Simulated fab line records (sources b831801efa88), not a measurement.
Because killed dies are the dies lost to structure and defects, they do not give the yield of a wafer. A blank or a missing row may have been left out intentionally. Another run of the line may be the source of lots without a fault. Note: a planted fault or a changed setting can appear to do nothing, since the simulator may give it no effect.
Struck lot and sound lot, side by side | flow sky130 | 21 out of 708 route steps
Sound: these wafers, L668.3, L668.4, L668.6. Struck: wafers L666.3, L666.4, L666.6. The cause comes at the end.
For every step that has rows: the tool of each side, followed by ch and its chambers, followed by its first start. Under that, the readings that differ: sound wafers | struck wafers | difference of the means | sigmas: that difference in standard deviations of wafers without a fault.
alike: same words and numbers on both sides, and readings whose means sit less than 2 such deviations apart. not compared: any withheld reading, any reading some wafer has no value for, any bound like >300 that may hide the same value, and any number with overlapping values for which the record gives no deviation.
A row with sigmas, a row that says differs or no value, or rows on one side alone: a step with any of these is where the two part. When numbers do not overlap yet have no deviation, they are printed without sigmas and do not part them. A reading missing from all wafers of one side parts the sides only when that side holds two or more wafers.

first, 1 step without rows for these wafers: SKY_FIELD_ISO_CVD_24 (deposits SiO2, target thk 595 nm, time 99.2 s).
SKY_FIELD_ISO_THK_MEAS_25:
  sound on film_metro-01, day 6 06:29; struck on film_metro-02, day 6 01:00
  alike: FIELD_ISO_CVD_24_THK
then, 1 step without rows for these wafers: SKY_FIELD_ISO_ANNEAL_26 (time 1800 s).
SKY_FIELD_ISO_CMP_27: polishes, stops on Si3N4, t overpolish 16 s, target thk 457.8 nm.
  sound on cmp-02 ch 0,2, day 6 08:04; struck on cmp-02 ch 1,3, day 6 03:11
  alike: head_pressure_psi, motor_current_A, overpolish_run_s, slurry_flow_ml_min, time_to_endpoint_s
then, 5 steps without rows for these wafers: SKY_FIELD_ISO_WET_ETCH_28 (etches SiO2 in dHF, target depth 23.7 nm, time 47 s); SKY_FIELD_ISO_WET_ETCH_29 (etches Si3N4 in H3PO4, target depth 160 nm, time 1825 s); SKY_FIELD_ISO_WET_ETCH_30 (etches SiO2 in dHF, target depth 25 nm, time 50 s); SKY_NWELL_CLEAN_00 (cleans in SC1/SC2, time 150 s); SKY_NWELL_OXIDATION_01 (stabilise 600 s, purge 300 s, target thk 10 nm).
SKY_NWELL_THK_MEAS_02:
  sound on film_metro-01, day 6 10:21; struck on film_metro-03, day 6 05:48
  alike: NWELL_OXIDATION_THK
then, 2 steps without rows for these wafers: SKY_DNWELL_DEHYDRATE_00 (time 60 s); SKY_DNWELL_HMDS_01 (prime time 60 s).
SKY_DNWELL_COAT_02: resist thk 3000 nm.
  sound on litho_track-03 ch 0, day 6 19:25; struck on litho_track-02 ch 0, day 6 15:22
  reading                                  | sound                | struck               | difference | sigmas
  spin_speed_rpm (rpm)                     | 2001.8 2000.8 1999.7 | 1912.3 1911.0 1913.7 | -88.4      | -68
  model.coat_of_DNWELL_COAT_02.thk_nm (nm) | 3003 3005 2997       | 3069 3066 3064       | +65        |
then, 3 steps without rows for these wafers: SKY_DNWELL_SOFTBAKE_03; SKY_DNWELL_EXPOSE_04 (exposes mask DNM, target cd 3000 nm); SKY_DNWELL_PEB_05.
SKY_DNWELL_DEVELOP_06: develop time 60 s.
  sound: litho_track-01 ch 0; struck: litho_track-02 ch 0
  reading                                  | sound          | struck         | difference | sigmas
  model.coat_of_DNWELL_COAT_02.thk_nm (nm) | 2999 3000 2993 | 3065 3062 3059 | +65        |
following that, these wafers have no rows for 1 step: SKY_DNWELL_IMPLANT_07.
SKY_DNWELL_STRIP_08: strips in O2/N2.
  sound on plasma_asher-01 ch 0,1, day 7 05:31; struck on plasma_asher-01 ch 0,1, day 7 00:51
  reading                      | sound             | struck            | difference | sigmas
  strip_time_to_endpoint_s (s) | 36.95 36.97 36.88 | 37.69 37.64 37.62 | +0.72      | +7
  alike: drypump_motor_current_A, oes_product_au
  not compared: rf_hours_counter_h
SKY_DNWELL_TW_MEAS_09:
  sound on film_metro-01, day 7 05:35; struck on film_metro-04, day 7 00:56
  reading   | sound          | struck         | difference | sigmas
  DNWELL_TW | 1132 1126 1132 | 1113 1108 1112 | -19        | -2
-- the record jumps here: 43 days lie between the struck wafers' starts before and after (it left off in module DNWELL and takes up again in module PAD_OPEN, whose first step shown is number 708 of the route) --
SKY_PAD_OPEN_PROBE_99:
  sound on prober-02, day 50 01:29; struck on prober-02, day 49 19:41
  alike: killed_at_M0_to_M3, killed_at_M4_up, killed_at_contacts, killed_at_front_end, killed_at_other, killed_dies, killed_on_rim, killed_open, killed_short

== WHERE THEY PART ==
At SKY_DNWELL_COAT_02 first; at SKY_DNWELL_TW_MEAS_09 last (within this record only). Later steps at which nothing parts them and some readings are alike: SKY_PAD_OPEN_PROBE_99.

WHY: what had been put in by the simulator
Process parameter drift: litho_track-02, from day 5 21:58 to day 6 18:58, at SKY_DNWELL_COAT_02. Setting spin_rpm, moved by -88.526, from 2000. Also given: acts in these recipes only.
